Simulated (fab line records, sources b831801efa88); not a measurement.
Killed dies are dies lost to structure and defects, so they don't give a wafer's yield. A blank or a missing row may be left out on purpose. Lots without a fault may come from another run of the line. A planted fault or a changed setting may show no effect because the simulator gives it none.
A struck lot beside a sound one | flow sky130 | 28 steps out of a route of 708
Sound: wafers L451.2, L451.3, L451.4. Struck: wafers L450.1, L450.4, L450.5. The cause comes at the end.
At each step with rows: each side's tool, then ch and its chambers, then its first start. Under that, the readings that differ: sound wafers | struck wafers | difference of the means | sigmas: that difference in standard deviations of wafers without a fault.
alike: readings whose means differ by less than 2 such deviations, and words and numbers that are the same on both sides. not compared: withheld readings, readings that some wafer has no value for, bounds like >300 that may hide the same value, and numbers for which the record gives no deviation and whose values overlap.
The two part at a step that has a row with sigmas, a row that says differs or no value, or rows on one side only. Numbers that don't overlap but have no deviation are shown without sigmas and don't part them. A reading that every wafer of one side lacks parts them only if that side has two wafers or more.

first, 8 steps without rows for these wafers: SKY_LOCAL_INTERCONNECT_ETCH_13 (etches BARC in N2/H2, stops on SiO2, time 45.9 s, target depth 60 nm); SKY_LOCAL_INTERCONNECT_METAL_ETCH_14 (etches TiN in Cl2/BCl3, stops on PSG, target depth 110 nm, time 31.4 s); SKY_LOCAL_INTERCONNECT_STRIP_15 (strips in O2/N2); SKY_LOCAL_INTERCONNECT_STRIP_16 (strips in post etch residue remover, time 1200 s); SKY_LOCAL_INTERCONNECT_CLEAN_17 (cleans in IPA, time 180 s); SKY_LOCAL_INTERCONNECT_CLEAN_18 (cleans in O3/DIW); SKY_CONTACT_CVD_00 (deposits Si3N4, target thk 75 nm); SKY_CONTACT_HDPCVD_02 (deposits SiO2, target thk 565 nm, time 94.2 s).
SKY_CONTACT_CMP_04: polishes SiO2.
  sound on cmp-01 ch 0,1,3, day 37 08:04; struck on cmp-02 ch 1,3, day 36 18:22
  reading                                     | sound             | struck            | difference | sigmas
  head_pressure_psi (psi)                     | 4.004 4.007 4.002 | 1.519 1.526 1.526 | -2.481     | -99 or more
  motor_current_A (A)                         | 9.7 11.9 13.0     | 6.2 6.5 6.1       | -5.3       | -4
  time_to_endpoint_s (s)                      | 88 87 94          | 112 111 112       | +22        | +4
  model.SiO2_of_CONTACT_HDPCVD_02.thk_nm (nm) | 339.9 340.8 341.5 | 460.1 459.9 460.8 | +119.5     |
  alike: platen_rpm, slurry_filter_dp_kPa
then, 9 steps without rows for these wafers: SKY_CONTACT_DEHYDRATE_06 (time 60 s); SKY_CONTACT_HMDS_07 (prime time 60 s); SKY_CONTACT_COAT_08 (resist thk 60 nm); SKY_CONTACT_COAT_09 (resist thk 450 nm); SKY_CONTACT_SOFTBAKE_10 (time 90 s); SKY_CONTACT_EXPOSE_11 (exposes mask CTM1, target cd 170 nm); SKY_CONTACT_PEB_12; SKY_CONTACT_DEVELOP_13 (develop time 60 s); SKY_CONTACT_ETCH_16 (etches BARC in N2/H2, stops on SiO2, time 45.9 s, target depth 60 nm).
SKY_CONTACT_ETCH_17: etches SiO2 in C4F8/O2/Ar, stops on Si3N4, target depth 340 nm.
  sound on rie_diel-02 ch 0,1,3, day 38 10:08; struck on rie_diel-04 ch 2,3, day 37 21:26
  reading                             | sound             | struck            | difference | sigmas
  oes_product_au (a.u.)               | 0.899 0.902 0.892 | 1.012 0.988 1.007 | +0.105     | +21
  model.CONTACT.feature_depth_nm (nm) | 339.9 340.8 341.5 | 416.6 401.6 416   | +70.7      |
  model.etch.depth_nm (nm)            | 339.9 340.8 341.5 | 416.6 401.6 416   | +70.7      |
  alike: rf_fwd_power_W
SKY_CONTACT_ETCH_18: etches Si3N4 in CHF3/O2, stops on TiN, time 39 s, target depth 75 nm.
  sound on rie_diel-02 ch 0,1,3; struck on rie_diel-04 ch 2,3
  reading                | sound             | struck            | difference | sigmas
  oes_product_au (a.u.)  | 0.846 0.865 0.856 | 0.705 0.463 0.695 | -0.235     | -30
  throttle_valve_pct (%) | 8.802 8.788 8.800 | 8.748 8.674 8.769 | -0.066     | -7
  alike: drypump_motor_current_A, rf_fwd_power_W
  not compared: rf_hours_counter_h
then, 6 steps without rows for these wafers: SKY_CONTACT_STRIP_19 (strips in O2/N2); SKY_CONTACT_STRIP_20 (strips in post etch residue remover, time 1200 s); SKY_CONTACT_CLEAN_21 (cleans in IPA, time 180 s); SKY_CONTACT_CLEAN_22 (cleans in O3/DIW); SKY_CONTACT_SPUTTER_23 (material TiN, target thk 20 nm, time 80 s); SKY_CONTACT_CVD_24 (deposits W, target thk 340 nm, time 102.12 s).
SKY_CONTACT_CMP_27: polishes, stops on SiO2, t overpolish 15 s, target thk 0 nm.
  sound on cmp-01 ch 1,2,3, day 38 11:13; struck on cmp-02 ch 0,3, day 37 22:31
  reading                                     | sound             | struck            | difference | sigmas
  model.SiO2_of_CONTACT_HDPCVD_02.thk_nm (nm) | 336.7 337.6 338.3 | 456.9 456.7 457.6 | +119.5     |
  alike: head_pressure_psi, motor_current_A, platen_rpm, slurry_filter_dp_kPa
SKY_PAD_OPEN_PROBE_99:
  the record has rows for the sound wafers here (prober-02, day 50 15:27) and none for the struck ones

WHERE THEY PART
First at SKY_CONTACT_CMP_04; last, within this record, at SKY_PAD_OPEN_PROBE_99.

WHY: what the simulator had put in
Process parameter drift: cmp-02, from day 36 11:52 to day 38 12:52, at SKY_CONTACT_CMP_04. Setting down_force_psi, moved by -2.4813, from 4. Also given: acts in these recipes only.
